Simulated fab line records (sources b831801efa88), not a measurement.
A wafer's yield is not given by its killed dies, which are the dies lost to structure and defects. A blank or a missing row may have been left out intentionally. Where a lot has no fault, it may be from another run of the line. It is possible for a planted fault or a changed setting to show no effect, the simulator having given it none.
A struck lot beside a sound one -- flow sky130 -- 31 steps out of a route of 708
Sound: wafers L626.1, L626.2, L626.6. Struck: wafers L647.2, L647.3. (L647.1 of the same lot was not struck and is left out.) The cause comes at the end.
Each step with rows lists, per side, the tool, then ch with its chambers, then its first start. Under that, the readings that differ: sound wafers -- struck wafers -- difference of the means -- sigmas: that difference in standard deviations of wafers without a fault.
alike: readings whose means differ by less than 2 such deviations, and words and numbers that are the same on both sides. not compared: withheld readings, readings that some wafer has no value for, bounds like >300 that may hide the same value, and numbers for which the record gives no deviation and whose values overlap.
The two part at a step that has a row with sigmas, a row that says differs or no value, or rows on one side only. Numbers that have no deviation but don't overlap get no sigmas and don't part them. A reading missing from all wafers of one side parts the sides only when that side holds two or more wafers.

SKY_PWDE_OVL_MEAS_07:
  sound: overlay-02 at day 4 13:46; struck: overlay-02 at day 9 05:53
  alike: PWDE_OVL
after that, 1 step had no rows for these wafers: SKY_PWDE_IMPLANT_08.
SKY_PWDE_STRIP_09: strips in O2/N2.
  sound on plasmaAsher-02 ch 0,1, day 4 13:57; struck on plasmaAsher-04 ch 0, day 9 06:04
  alike: drypumpMotorCurrentA, oesProductAu, stripTimeToEndpointS
  not compared: rfHoursCounterH
SKY_PWDE_TW_MEAS_10:
  sound: filmMetro-01 at day 4 14:03; struck: filmMetro-01 at day 9 06:10
  alike: PWDE_TW
then, 7 steps without rows for these wafers: SKY_NWELL_DEHYDRATE_03 (time 60 s); SKY_NWELL_HMDS_04 (prime time 60 s); SKY_NWELL_COAT_05 (resist thk 3000 nm); SKY_NWELL_SOFTBAKE_06; SKY_NWELL_EXPOSE_07 (exposes mask NWM, target cd 840 nm); SKY_NWELL_PEB_08; SKY_NWELL_DEVELOP_09 (develop time 60 s).
SKY_NWELL_OVL_MEAS_10:
  sound: overlay-01 at day 5 07:42; struck: overlay-01 at day 10 03:45
  alike: NWELL_00_OVL
SKY_NWELL_IMPLANT_11:
  sound on implanter-01 ch 0, day 5 07:44; struck on implanter-02 ch 0, day 10 03:47
  alike: faradayCurrentUA
then, 2 steps without rows for these wafers: SKY_NWELL_IMPLANT_12; SKY_NWELL_IMPLANT_13.
SKY_NWELL_STRIP_14: strips in O2/N2.
  sound on plasmaAsher-03 ch 0,1, day 5 08:11; struck on plasmaAsher-04 ch 1, day 10 04:14
  alike: drypumpMotorCurrentA, oesProductAu, stripTimeToEndpointS
  not compared: rfHoursCounterH
SKY_NWELL_TW_MEAS_15:
  sound: filmMetro-03 at day 5 08:17; struck: filmMetro-03 at day 10 04:35
reading,sound,struck,difference,sigmas
NWELL_TW,1821 1824 1818,1674 1678,-145,-11
  not compared: hold
then, 6 steps without rows for these wafers: SKY_NWELL_HMDS_17 (prime time 60 s); SKY_NWELL_COAT_18 (resist thk 3000 nm); SKY_NWELL_SOFTBAKE_19; SKY_NWELL_EXPOSE_20 (exposes mask NWM COMPLEMENT, target cd 840 nm); SKY_NWELL_PEB_21; SKY_NWELL_DEVELOP_22 (develop time 60 s).
SKY_NWELL_OVL_MEAS_23:
  sound: overlay-01 at day 6 02:12; struck: overlay-01 at day 11 03:06
  alike: NWELL_01_OVL
after that, 1 step had no rows for these wafers: SKY_NWELL_IMPLANT_24.
SKY_NWELL_STRIP_25: strips in O2/N2.
  sound on plasmaAsher-04 ch 0,1, day 6 02:23; struck on plasmaAsher-03 ch 0, day 11 03:17
reading,sound,struck,difference,sigmas
drypumpMotorCurrentA (A),5.65 5.29 5.30,5.97 5.96,+0.55,+3
  alike: oesProductAu, stripTimeToEndpointS
  not compared: rfHoursCounterH
SKY_NWELL_TW_MEAS_26:
  sound: filmMetro-03 at day 6 02:29; struck: filmMetro-04 at day 11 03:23
  alike: NWELL_2_TW
then, 1 step without rows for these wafers: SKY_NWELL_CLEAN_27 (cleans in SC1/SC2, time 150 s).
SKY_NWELL_RTA_28: time 30 s.
  sound on rtpAnneal-02 ch 0, day 6 02:36; struck on rtpAnneal-01 ch 0, day 11 03:30
  alike: lampPowerPct, wafer_temp_C_max
SKY_NWELL_RS_MEAS_29: a four-point-probe measurement.
  sound: filmMetro-01 at day 6 02:42; struck: filmMetro-04 at day 11 04:04
reading,sound,struck,difference,sigmas
NWELL_RS (ohm/sq),627.0 625.1 626.6,720.5 720.8,+94.4,+50
  not compared: hold
-- the record jumps here: 40 days lie between the struck wafers' starts before and after (it left off in module NWELL and takes up again in module PAD_OPEN, whose first step shown is number 708 of the route) --
SKY_PAD_OPEN_PROBE_99:
  sound: prober-01 at day 46 19:08; struck: prober-01 at day 50 21:41
reading,sound,struck,difference,sigmas
model.etest.nfet_16v.rOnOhmUm,1.409e+04 1.396e+04 1.389e+04,1.632e+04 1.637e+04,+2.365e+03,
model.etest.resNwell.lineOhmUm,1140 1136 1144,1460 1495,+338,
model.etest.resNwell.rsOhmSq,959.8 941 949.3,1188 1211,+249,
model.etest.resNwell.rsOhmSqRange,12.33 31.37 30.31,250.5 282.2,+241.7,
model.etest.resNwell.rsOhmSqRimLessCentre,2.254 -11.15 -2.716,-130.7 -143.4,-133.2,
model.etest.pfetG5v0d10v5.rOnOhmUm,4780 4747 4724,4626 4665,-105,
model.etest.tip_p_5v.rsOhmSq,2853 2879 2856,2807 2811,-54,
  alike: killed_at_M0_to_M3, killed_at_M4_up, killedAtContacts, killedAtFrontEnd, killedAtOther, killedDies, killedOpen, killedShort
  not compared: model.etest.pfet_16v.rOnOhmUm

== WHERE THEY PART ==
Last at SKY_NWELL_RS_MEAS_29 as far as this record goes, first at SKY_NWELL_TW_MEAS_15. Later steps at which nothing parts them and some readings are alike: SKY_PAD_OPEN_PROBE_99.

WHY: what the simulator had put in
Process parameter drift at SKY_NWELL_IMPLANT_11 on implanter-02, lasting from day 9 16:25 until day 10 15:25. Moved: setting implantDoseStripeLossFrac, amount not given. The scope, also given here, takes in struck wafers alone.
